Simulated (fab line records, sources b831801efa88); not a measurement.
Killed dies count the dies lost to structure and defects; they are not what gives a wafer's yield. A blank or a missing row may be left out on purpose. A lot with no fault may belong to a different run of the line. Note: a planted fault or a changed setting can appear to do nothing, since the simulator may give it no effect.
Split-lot experiment ; flow sky130 ; on a route of 708 steps: 5 lots, 23 wafers read

## ON THE SPLIT
At SKY_VIA2_SPUTTER_20 (material TiN, target thk 20 nm, time 80 s), the setting chamber pressure pa was moved away from the recipe's 5 Pa on 15 of the 23 wafers read, by -12.1% to +9.4%. All remaining wafers had this setting at the recipe value.

Reading taken at the split's own step.

## THE READING
TiN_of_VIA2_SPUTTER_20.thk nm (the simulator's own value, which no gauge read), in nm, at SKY_VIA2_SPUTTER_20 (material TiN, target thk 20 nm, time 80 s). There is no usual value for it anywhere in the file. Across the 8 wafers here that went through the recipe, the average is 19.86 nm and the standard deviation 0.095 nm.

wafer;tool, chamber at the split;chamber pressure pa as run, Pa;against the recipe;TiN_of_VIA2_SPUTTER_20.thk nm, nm;against lot-mates on the recipe
L074.1;pvd sputter-01, -;5;recipe;20.06;-
L074.2;pvd sputter-01, -;5;recipe;19.89;-
L074.3;pvd sputter-01, -;5;recipe;19.9;-
L074.4;pvd sputter-01, -;5;recipe;19.79;-
L074.6;pvd sputter-01, -;5;recipe;19.81;-
L076.2;pvd sputter-01, -;4.395;-12.1%;21.85;no lot-mate on the recipe
L076.3;pvd sputter-01, -;4.395;-12.1%;21.94;no lot-mate on the recipe
L076.4;pvd sputter-01, -;4.395;-12.1%;22.21;no lot-mate on the recipe
L076.5;pvd sputter-01, -;4.395;-12.1%;22.13;no lot-mate on the recipe
L076.6;pvd sputter-01, -;4.395;-12.1%;21.77;no lot-mate on the recipe
L078.1;pvd sputter-03, -;4.631;-7.4%;21.49;no lot-mate on the recipe
L078.2;pvd sputter-03, -;4.631;-7.4%;21.42;no lot-mate on the recipe
L078.3;pvd sputter-03, -;4.631;-7.4%;21.59;no lot-mate on the recipe
L078.4;pvd sputter-03, -;4.631;-7.4%;21.46;no lot-mate on the recipe
L078.6;pvd sputter-03, -;4.631;-7.4%;21.36;no lot-mate on the recipe
L080.2;pvd sputter-03, -;5;recipe;19.81;-
L080.4;pvd sputter-03, -;5;recipe;19.88;-
L080.6;pvd sputter-03, -;5;recipe;19.72;-
L084.1;pvd sputter-03, -;5.472;+9.4%;18.64;no lot-mate on the recipe
L084.2;pvd sputter-03, -;5.472;+9.4%;18.58;no lot-mate on the recipe
L084.3;pvd sputter-03, -;5.472;+9.4%;18.46;no lot-mate on the recipe
L084.4;pvd sputter-03, -;5.472;+9.4%;18.48;no lot-mate on the recipe
L084.6;pvd sputter-03, -;5.472;+9.4%;18.52;no lot-mate on the recipe

FIT RESULTS
A straight line over all 23 wafers: TiN_of_VIA2_SPUTTER_20.thk nm changes by -0.167 nm for each +1% of chamber pressure pa; r = -0.99; the points scatter about the line by 0.19 nm.
Too few moved wafers with a lot-mate on the recipe to fit a line net of each lot's own level.

## FILE'S OWN FIT
TiN_of_VIA2_SPUTTER_20.thk nm changes by -0.167 nm for each +1% of chamber pressure pa, r = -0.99.
